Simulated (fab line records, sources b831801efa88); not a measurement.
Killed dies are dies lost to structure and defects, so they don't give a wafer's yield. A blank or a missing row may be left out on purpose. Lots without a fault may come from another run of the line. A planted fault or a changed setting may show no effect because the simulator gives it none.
fab line records | flow sky130
record lots=6 wafers=18 last_day=50
route steps=708 shown NWELL@82 PWDE@84 VT_ADJUST_HVTP@85 VT_ADJUST_LVTN@97
lots that met no fault: from a run of the same line without faults
start_h: hours from the record's first day to the start of the lot's first wafer shown | wait_h: hours since the lot's step before | " the same as in the row above | L1.1+2: a row that stands for several wafers | - no value, or no start given | * or withheld: withheld | < > ~ a bound
route shown NAME@n: a module of which the file shows steps, and the number in the route of the first | usual: mean/standard deviation of fault-free wafers | same: alike in all rows | chamber/n: place in a boat | sites: the reading at each site | _std_site: their standard deviation | _edge_site: outer sites' mean less inner sites' | radius_mm: how far each site lies from the wafer's centre | mask NAME#n: copy n | behind: the tool/chamber that last shaped the wafer | hold: why the lot was held/for how many hours/how that ended | device: the transistor (n, p or np) that didn't switch | end of line: the same wafers' tests at the end of the route | a step without rows: its recipe alone | killed: dies lost to structure and defects at the first sort, not the wafer's yield | map: a wafer's dies, x killed, . not, _ none there
set.NAME: the setting as run; set.NAME@STEP: as run at that earlier step | model.NAME: the simulator's own value behind a step, which no gauge read
lots at some steps of the route; a table a step, a row a wafer
services: from which hour (start_h, from the record's first day; less than 0 if before it) a tool's chamber was out of use, for how many hours, and why
## steps
# step SKY_NWELL_RS_MEAS_29
# recipe thk_meas_gauge=four-point-probe
# usual NWELL_RS=625.5/1.6
# columns lot.wafer tool chamber start_h wait_h NWELL_RS[ohm/sq]
L413.3 film_metro-01 - 141.55 0.1 626.5
L413.4 " - " " 627.2
L413.6 " - " " 626.8
L414.1 film_metro-02 - 145.41 0.1 623.8
L414.2 " - " " 624.3
L414.6 " - " " 624.1
L422.2 film_metro-02 - 198.58 0.1 625.2
L422.4 " - " " 623.8
L422.6 " - " " 625.3
L424.2 film_metro-01 - 210.38 0.1 627.4
L424.3 " - " " 627.7
L424.4 " - " " 628.7
L426.1 film_metro-02 - 220.79 0.1 625.1
L426.4 " - " " 622.7
L426.6 " - " " 623.3
L430.2 film_metro-04 - 243.03 0.1 623.2
L430.3 " - " " 625.7
L430.6 " - " " 626.7
# step SKY_NWELL_RS_MEAS_31
# recipe thk_meas_gauge=four-point-probe
# usual PWDE_RS=5278/17
# columns lot.wafer tool chamber start_h wait_h PWDE_RS[ohm/sq]
L413.3 film_metro-01 - 141.79 0.1 5267
L413.4 " - " " 5255
L413.6 " - " " 5269
L414.1 film_metro-02 - 145.65 0.1 5288
L414.2 " - " " 5282
L414.6 " - " " 5291
L422.2 film_metro-02 - 198.82 0.1 5249
L422.4 " - " " 5264
L422.6 " - " " 5265
L424.2 film_metro-01 - 210.62 0.1 5295
L424.3 " - " " 5299
L424.4 " - " " 5305
L426.1 film_metro-02 - 221.03 0.1 5264
L426.4 " - " " 5258
L426.6 " - " " 5257
L430.2 film_metro-04 - 243.27 0.1 5284
L430.3 " - " " 5300
L430.6 " - " " 5301
# step SKY_VT_ADJUST_HVTP_DEHYDRATE_00
# recipe temp_c=200 time_s=60
# step SKY_VT_ADJUST_HVTP_HMDS_01
# recipe prime_time_s=60 prime_temp_c=120
# step SKY_VT_ADJUST_HVTP_COAT_02
# recipe resist=NOVOLAK spin_rpm=3000 resist_thk_nm=1140
# step SKY_VT_ADJUST_HVTP_SOFTBAKE_03
# recipe temp_c=90 time_s=60 resist=NOVOLAK
# step SKY_VT_ADJUST_HVTP_EXPOSE_04
# recipe mask_id=HVTPM na=0.6 source_shape=conventional sigma_outer=0.6 polarization=unpolarized target_cd_nm=380 dose_mj=140
# step SKY_VT_ADJUST_HVTP_PEB_05
# recipe temp_c=withheld time_s=* resist=NOVOLAK
# step SKY_VT_ADJUST_HVTP_DEVELOP_06
# recipe resist=NOVOLAK developer=TMAH develop_time_s=60 dev_temp_c=23
# step SKY_VT_ADJUST_HVTP_CD_MEAS_07
# recipe target_cd_nm=380
# usual cd_nm=379.7/2.6
# columns lot.wafer tool chamber start_h wait_h cd_nm
L413.3 cd_sem-02 - 161.35 0.1 375.5
L413.4 " - " " 375.4
L413.6 " - " " 375.2
L414.1 cd_sem-01 - 165.56 0.1 381.8
L414.2 " - " " 382.7
L414.6 " - " " 381.7
L422.2 cd_sem-02 - 220.22 0.1 383.5
L422.4 " - " " 384.5
L422.6 " - " " 382.0
L424.2 cd_sem-02 - 232.86 0.1 382.5
L424.3 " - " " 382.5
L424.4 " - " " 381.2
L426.1 cd_sem-01 - 243.91 0.1 377.4
L426.4 " - " " 378.4
L426.6 " - " " 377.1
L430.2 cd_sem-02 - 267.38 0.1 374.8
L430.3 " - " " 376.9
L430.6 " - " " 374.5
# step SKY_VT_ADJUST_HVTP_OVL_MEAS_08
# usual VT_ADJUST_HVTP_OVL=-0.3/1.5
# columns lot.wafer tool chamber start_h wait_h VT_ADJUST_HVTP_OVL[nm]
L413.3 overlay-01 - 161.44 0.1 -0.7
L413.4 " - " " -1.3
L413.6 " - " " -1.8
L414.1 overlay-01 - 165.68 0.1 -0.9
L414.2 " - " " -1.6
L414.6 " - " " -1.5
L422.2 overlay-02 - 220.32 0.1 0.8
L422.4 " - " " 0.9
L422.6 " - " " 1.7
L424.2 overlay-02 - 232.97 0.1 -0.1
L424.3 " - " " -2.1
L424.4 " - " " -0.3
L426.1 overlay-02 - 244.03 0.1 -1.9
L426.4 " - " " 0.9
L426.6 " - " " 0.3
L430.2 overlay-02 - 267.49 0.1 0.1
L430.3 " - " " -1.8
L430.6 " - " " -1.4
# step SKY_VT_ADJUST_HVTP_IMPLANT_09
# recipe species=As energy_kev=150 dose_cm2=4.3e+12 tilt_deg=withheld
# usual beam_energy_keV=150.00/0.045 dose_ions_cm2=4.3e+12/4.9e+09 faraday_current_uA=24.3/0.52
# columns lot.wafer tool chamber start_h wait_h beam_energy_keV dose_ions_cm2 faraday_current_uA
L413.3 implanter-02 0 161.52 0.1 149.93 4.299e+12 23.8
L413.4 " 0 " " 149.96 4.296e+12 24.0
L413.6 " 0 " " 150.00 4.3e+12 23.7
L414.1 implanter-01 0 165.72 0.0 150.00 4.299e+12 23.9
L414.2 " 0 " " 150.03 4.302e+12 24.0
L414.6 " 0 " " 149.97 4.301e+12 24.6
L422.2 implanter-02 0 220.38 0.0 149.99 1.56e+12 8.6
L422.4 " 0 " " 149.96 1.557e+12 8.4
L422.6 " 0 " " 149.98 1.555e+12 8.9
L424.2 implanter-02 0 233.02 0.0 149.96 1.552e+12 8.5
L424.3 " 0 " " 150.08 1.549e+12 8.7
L424.4 " 0 " " 150.03 1.554e+12 8.6
L426.1 implanter-01 0 244.07 0.0 149.95 4.302e+12 23.9
L426.4 " 0 " " 150.03 4.303e+12 24.1
L426.6 " 0 " " 150.01 4.307e+12 24.5
L430.2 implanter-04 0 267.54 0.0 150.02 4.3e+12 23.8
L430.3 " 0 " " 150.02 4.299e+12 24.3
L430.6 " 0 " " 150.01 4.296e+12 24.2
# step SKY_VT_ADJUST_HVTP_STRIP_10
# recipe chemistry=O2/N2 power_w=1400 pressure_mtorr=1500 platen_temp_c=withheld o2_flow_sccm=3000 n2_flow_sccm=300 overash_fraction=0.5
# usual drypump_motor_current_A=6.10/0.27 oes_product_au=0.716/0.0047 strip_time_to_endpoint_s=14.18/0.045
# columns lot.wafer tool chamber start_h wait_h drypump_motor_current_A oes_product_au rf_hours_counter_h strip_time_to_endpoint_s
L413.3 plasma_asher-01 1 161.65 0.1 6.39 0.713 - 14.12
L413.4 " 0 " " 5.87 0.710 - 14.15
L413.6 " 0 " " 5.85 0.719 - 14.18
L414.1 plasma_asher-01 1 165.87 0.1 6.33 0.713 37 14.20
L414.2 " 0 " " 5.85 0.720 37 14.21
L414.6 " 0 " " 5.85 0.717 - 14.19
L422.2 plasma_asher-01 1 220.50 0.1 6.36 0.714 42 14.21
L422.4 " 0 " " 5.84 0.715 - 14.24
L422.6 " 0 " " 5.84 0.717 - 14.18
L424.2 plasma_asher-01 1 233.15 0.1 6.36 0.723 44 14.21
L424.3 " 0 " " 5.82 0.717 - 14.17
L424.4 " 1 " " 6.35 0.709 - 14.23
L426.1 plasma_asher-01 1 244.22 0.1 6.37 0.720 45 14.18
L426.4 " 1 " " 6.37 0.719 - 14.21
L426.6 " 0 " " 5.87 0.719 - 14.20
L430.2 plasma_asher-01 1 267.67 0.1 6.38 0.713 47 14.24
L430.3 " 0 " " 5.85 0.717 - 14.16
L430.6 " 1 " " 6.39 0.719 - 14.19
# step SKY_VT_ADJUST_HVTP_TW_MEAS_11
# usual VT_ADJUST_HVTP_TW=1364/10
# columns lot.wafer tool chamber start_h wait_h VT_ADJUST_HVTP_TW
L413.3 film_metro-03 - 161.74 0.1 1373
L413.4 " - " " 1376
L413.6 " - " " 1372
L414.1 film_metro-03 - 165.97 0.1 1372
L414.2 " - " " 1374
L414.6 " - " " 1377
L422.2 film_metro-03 - 220.61 0.1 990
L422.4 " - " " 991
L422.6 " - " " 993
L424.2 film_metro-03 - 233.26 0.1 986
L424.3 " - " " 988
L424.4 " - " " 986
L426.1 film_metro-04 - 244.32 0.1 1367
L426.4 " - " " 1365
L426.6 " - " " 1364
L430.2 film_metro-03 - 267.78 0.1 1362
L430.3 " - " " 1363
L430.6 " - " " 1365
# step SKY_VT_ADJUST_LVTN_DEHYDRATE_00
# recipe temp_c=200 time_s=60
## services
# columns tool chamber start_h hours kind
implanter-04 - 176.97 20.2 pm
implanter-01 - 211.95 6.5 repair
implanter-04 - 241.52 2.8 repair
implanter-01 - 247.50 0.6 repair
## key
first_sign step=SKY_VT_ADJUST_HVTP_IMPLANT_09 reading=dose_ions_cm2 direction=down sigmas=99+ usual=* struck=*
effect step=SKY_VT_ADJUST_HVTP_IMPLANT_09 reading=faraday_current_uA direction=down sigmas=30 usual=24.3 struck=8.6
effect step=SKY_VT_ADJUST_HVTP_TW_MEAS_11 reading=VT_ADJUST_HVTP_TW direction=down sigmas=38 usual=1364 struck=989
met_at SKY_VT_ADJUST_HVTP_IMPLANT_09
struck_wafers L422.2,L422.4,L422.6,L424.2,L424.3,L424.4
tester_left_out L422,L424
onset_between 161.52 220.38
fault kind=process_parameter_drift tool=implanter-02 chamber=- onset_h=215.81 steps=SKY_VT_ADJUST_HVTP_IMPLANT_09 channel=dose_cm2 offset=* shape=step end_h=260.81 acts_in=* stated=*
# tester_left_out: of these lots the tester's yield and bins aren't shown, on N5 and GAA mostly nor the transistor test; their killed dies are dies lost to structure and defects alone, not to doping, threshold or leakage, so they don't give the yield
